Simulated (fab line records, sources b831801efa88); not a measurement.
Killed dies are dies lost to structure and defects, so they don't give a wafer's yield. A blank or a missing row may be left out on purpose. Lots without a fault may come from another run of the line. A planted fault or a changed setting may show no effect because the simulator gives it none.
A struck lot beside a sound one | flow gf180mcu | 45 steps out of a route of 602
Sound: wafers L904.4, L904.5, L904.6. Struck: wafers L903.1, L903.2, L903.4. The cause comes at the end.
At each step with rows: each side's tool, then ch and its chambers, then its first start. Under that, the readings that differ: sound wafers | struck wafers | difference of the means | sigmas: that difference in standard deviations of wafers without a fault.
alike: readings whose means differ by less than 2 such deviations, and words and numbers that are the same on both sides. not compared: withheld readings, readings that some wafer has no value for, bounds like >300 that may hide the same value, and numbers for which the record gives no deviation and whose values overlap.
The two part at a step that has a row with sigmas, a row that says differs or no value, or rows on one side only. Numbers that don't overlap but have no deviation are shown without sigmas and don't part them. A reading that every wafer of one side lacks parts them only if that side has two wafers or more.

first, 5 steps without rows for these wafers: GF_MVPSD_COAT_02 (resist thk 3000 nm); GF_MVPSD_SOFTBAKE_03; GF_MVPSD_EXPOSE_04 (exposes mask MVPSD, target cd 1000 nm); GF_MVPSD_PEB_05; GF_MVPSD_DEVELOP_06 (develop time 60 s).
GF_MVPSD_OVL_MEAS_07:
  sound on overlay-02, day 9 00:12; struck on overlay-02, day 8 16:41
  alike: MVPSD_OVL
then, 2 steps without rows for these wafers: GF_MVPSD_IMPLANT_08; GF_MVPSD_IMPLANT_09.
GF_MVPSD_STRIP_10: strips in O2/N2.
  sound on plasma_asher-02 ch 0,1, day 9 00:33; struck on plasma_asher-02 ch 0,1, day 8 17:01
  alike: drypump_motor_current_A, heater_power_w, oes_product_au, platen_temp_c, strip_time_to_endpoint_s
  not compared: rf_hours_counter_h
GF_MVPSD_TW_MEAS_11:
  sound on film_metro-02, day 9 00:39; struck on film_metro-04, day 8 17:07
  alike: MVPSD_TW
then, 2 steps without rows for these wafers: GF_VT_IMPLANT_DEHYDRATE_00 (time 60 s); GF_VT_IMPLANT_HMDS_01 (prime time 60 s).
GF_VT_IMPLANT_COAT_02: resist thk 1000 nm.
  sound on litho_track-02 ch 0, day 9 09:19; struck on litho_track-02, day 9 01:02
  no value came back on the struck wafers for chill_plate_temp_C (C), dispense_pressure_kPa (kPa), exhaust_pa (Pa); on the sound wafers chill_plate_temp_C (C) reads 23.09 23.08 23.08
then, 4 steps without rows for these wafers: GF_VT_IMPLANT_SOFTBAKE_03 (time 60 s); GF_VT_IMPLANT_EXPOSE_04 (exposes mask LVPWELL LV AREA, target cd 600 nm); GF_VT_IMPLANT_PEB_05; GF_VT_IMPLANT_DEVELOP_06 (develop time 60 s).
GF_VT_IMPLANT_OVL_MEAS_07:
  sound on overlay-01, day 9 17:57; struck on overlay-01, day 9 09:59
  reading             | sound       | struck | difference                    | sigmas
  VT_IMPLANT_OVL (nm) | 1.2 0.1 1.5 | - - -  | no value on the struck wafers |
then, 1 step without rows for these wafers: GF_VT_IMPLANT_IMPLANT_08.
GF_VT_IMPLANT_STRIP_09: strips in O2/N2.
  sound on plasma_asher-02 ch 0,1, day 9 18:09; struck on plasma_asher-02 ch 0,1, day 9 10:11
  no value came back on the struck wafers for oes_product_au (a.u.), strip_time_to_endpoint_s (s); on the sound wafers oes_product_au (a.u.) reads 0.709 0.713 0.723
  alike: drypump_motor_current_A, heater_power_w, platen_temp_c
  not compared: rf_hours_counter_h
GF_VT_IMPLANT_TW_MEAS_10:
  sound on film_metro-03, day 9 18:15; struck on film_metro-04, day 9 10:17
  reading       | sound       | struck      | difference | sigmas
  VT_IMPLANT_TW | 558 556 559 | 573 572 574 | +15        | +3
then, 7 steps without rows for these wafers: GF_VT_IMPLANT_DEHYDRATE_11 (time 60 s); GF_VT_IMPLANT_HMDS_12 (prime time 60 s); GF_VT_IMPLANT_COAT_13 (resist thk 1000 nm); GF_VT_IMPLANT_SOFTBAKE_14 (time 60 s); GF_VT_IMPLANT_EXPOSE_15 (exposes mask Nwell LV AREA, target cd 860 nm); GF_VT_IMPLANT_PEB_16; GF_VT_IMPLANT_DEVELOP_17 (develop time 60 s).
GF_VT_IMPLANT_OVL_MEAS_18:
  sound on overlay-02, day 10 12:06; struck on overlay-01, day 10 03:44
  alike: VT_IMPLANT_01_OVL
then, 1 step without rows for these wafers: GF_VT_IMPLANT_IMPLANT_19.
GF_VT_IMPLANT_STRIP_20: strips in O2/N2.
  sound on plasma_asher-01 ch 0,1, day 10 12:18; struck on plasma_asher-03 ch 0,1, day 10 03:56
  alike: drypump_motor_current_A, heater_power_w, oes_product_au, platen_temp_c, strip_time_to_endpoint_s
  not compared: rf_hours_counter_h
GF_VT_IMPLANT_TW_MEAS_21:
  sound on film_metro-03, day 10 12:24; struck on film_metro-04, day 10 04:02
  reading         | sound          | struck         | difference | sigmas
  VT_IMPLANT_2_TW | 1198 1202 1199 | 1250 1252 1249 | +51        | +5
then, 7 steps without rows for these wafers: GF_VT_IMPLANT_DEHYDRATE_22 (time 60 s); GF_VT_IMPLANT_HMDS_23 (prime time 60 s); GF_VT_IMPLANT_COAT_24 (resist thk 1000 nm); GF_VT_IMPLANT_SOFTBAKE_25 (time 60 s); GF_VT_IMPLANT_EXPOSE_26 (exposes mask LVPWELL HV AREA, target cd 860 nm); GF_VT_IMPLANT_PEB_27; GF_VT_IMPLANT_DEVELOP_28 (develop time 60 s).
GF_VT_IMPLANT_OVL_MEAS_29:
  sound on overlay-02, day 11 06:58; struck on overlay-01, day 10 22:23
  alike: VT_IMPLANT_02_OVL
then, 1 step without rows for these wafers: GF_VT_IMPLANT_IMPLANT_30.
GF_VT_IMPLANT_STRIP_31: strips in O2/N2.
  sound on plasma_asher-01 ch 0,1, day 11 07:10; struck on plasma_asher-02 ch 0,1, day 10 22:34
  alike: drypump_motor_current_A, heater_power_w, oes_product_au, platen_temp_c, strip_time_to_endpoint_s
  not compared: rf_hours_counter_h
GF_VT_IMPLANT_TW_MEAS_32:
  sound on film_metro-04, day 11 07:16; struck on film_metro-04, day 10 22:40
  reading         | sound             | struck            | difference | sigmas
  VT_IMPLANT_3_TW | 271.2 269.5 270.0 | 581.0 582.4 581.5 | +311.4     | +99 or more
GF_VT_IMPLANT_TW_MEAS_43:
  sound on film_metro-01, day 12 01:46; struck on film_metro-01, day 11 16:52
  reading         | sound       | struck      | difference | sigmas
  VT_IMPLANT_4_TW | 685 684 682 | 784 786 786 | +102       | +16
-- the record jumps here: 21 days lie between the struck wafers' starts before and after (it left off in module VT_IMPLANT and takes up again in module PASSIVATION, whose first step shown is number 602 of the route) --
GF_PASSIVATION_PROBE_99:
  the record has rows for the struck wafers here (prober-02, day 33 01:16) and none for the sound ones

WHERE THEY PART
First at GF_VT_IMPLANT_COAT_02; last, within this record, at GF_PASSIVATION_PROBE_99.

WHY: what the simulator had put in
Skipped step whole: litho_track-02, from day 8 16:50 on, at GF_VT_IMPLANT_COAT_02. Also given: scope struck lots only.
